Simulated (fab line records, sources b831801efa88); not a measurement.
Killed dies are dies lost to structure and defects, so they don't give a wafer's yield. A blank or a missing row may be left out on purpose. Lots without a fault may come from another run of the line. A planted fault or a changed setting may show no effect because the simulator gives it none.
One fault seen from 2 desks | flow sky130 | each desk has only its own numbers; what lay behind them comes last

THE METROLOGY DESK
What the gauges read, lot by lot, whatever tool the lot ran on: means of the sampled wafers that have a number. A lot is out of limits, marked OUT, if its mean lies more than 4 standard deviations from the usual mean; the brackets give that distance.
Columns: A = SONOS_ONO_OVL at SKY_SONOS_ONO_OVL_MEAS_14, usual -0.1 nm; B = POLY_GATE_CVD_00_THK at SKY_POLY_GATE_THK_MEAS_01, usual 180.7 nm
lot  | first seen here | A    | B
L724 | day 12 06:55    | 1.6  | 181.7
L725 | day 12 11:17    | -1.2 | 182.8
L727 | day 13 03:55    | 0.3  | 179.2
L728 | day 13 11:57    | 0.0  | 179.9
L731 | day 14 17:25    | -1.9 | 180.9
L734 | day 15 18:54    | 0.2  | 181.9
L735 | day 16 06:13    | -0.5 | 181.9
L737 | day 16 21:24    | -0.6 | 161.3 (-15) OUT
L738 | day 17 12:26    | -0.0 | 161.8 (-15) OUT
L743 | day 20 21:30    | 1.0  | 179.4
L747 | day 21 01:24    | 0.9  | 179.5
This desk's finding: out of limits on L737, L738; first on L737, day 18 07:55 (POLY_GATE_CVD_00_THK at SKY_POLY_GATE_THK_MEAS_01). In limits: L724, L725, L727, L728, L731, L734, L735, L743, L747.

THE TOOL OWNER'S DESK: lpcvd-01
The tool's own readings at SKY_POLY_GATE_CVD_00 (deposits poly-Si, target thk 180 nm, time 720 s): means of the sampled wafers that have a number, for each lot that ran on this tool. A lot is out of limits, marked OUT, if its mean lies more than 4 standard deviations from the usual mean; the brackets give that distance.
Columns: A = zone_power_top_pct at SKY_POLY_GATE_CVD_00, usual 19.3 %
lot  | first seen here | A
L724 | day 13 12:24    | 18.7
L725 | day 13 16:44    | 18.7
L727 | day 14 09:43    | 18.5
L728 | day 14 19:24    | 19.8
L731 | day 16 02:01    | 18.9
L734 | day 17 04:22    | 18.7
L735 | day 17 18:26    | 20.2
L737 | day 18 06:43    | 19.9
L738 | day 18 22:25    | 19.9
L743 | day 22 07:52    | 18.5
L747 | day 22 11:52    | 18.8
This desk's finding: nothing out of limits on any of the 11 lots.

PUT TOGETHER
The metrology desk could have raised an alarm at day 18 07:55, on L737, L738.
The tool owner's desk saw nothing out of limits.
The tool owner's desk has L737, L738 on record, within its limits.
Of the lots named, all ran SKY_POLY_GATE_CVD_00 on lpcvd-01.

WHAT THE SIMULATOR HAD PUT IN
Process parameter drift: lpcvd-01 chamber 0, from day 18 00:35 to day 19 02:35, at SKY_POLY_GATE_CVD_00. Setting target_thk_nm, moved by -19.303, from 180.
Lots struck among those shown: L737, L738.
Hours from the fault's start to each desk's first reading out of limits: the metrology desk, 7.
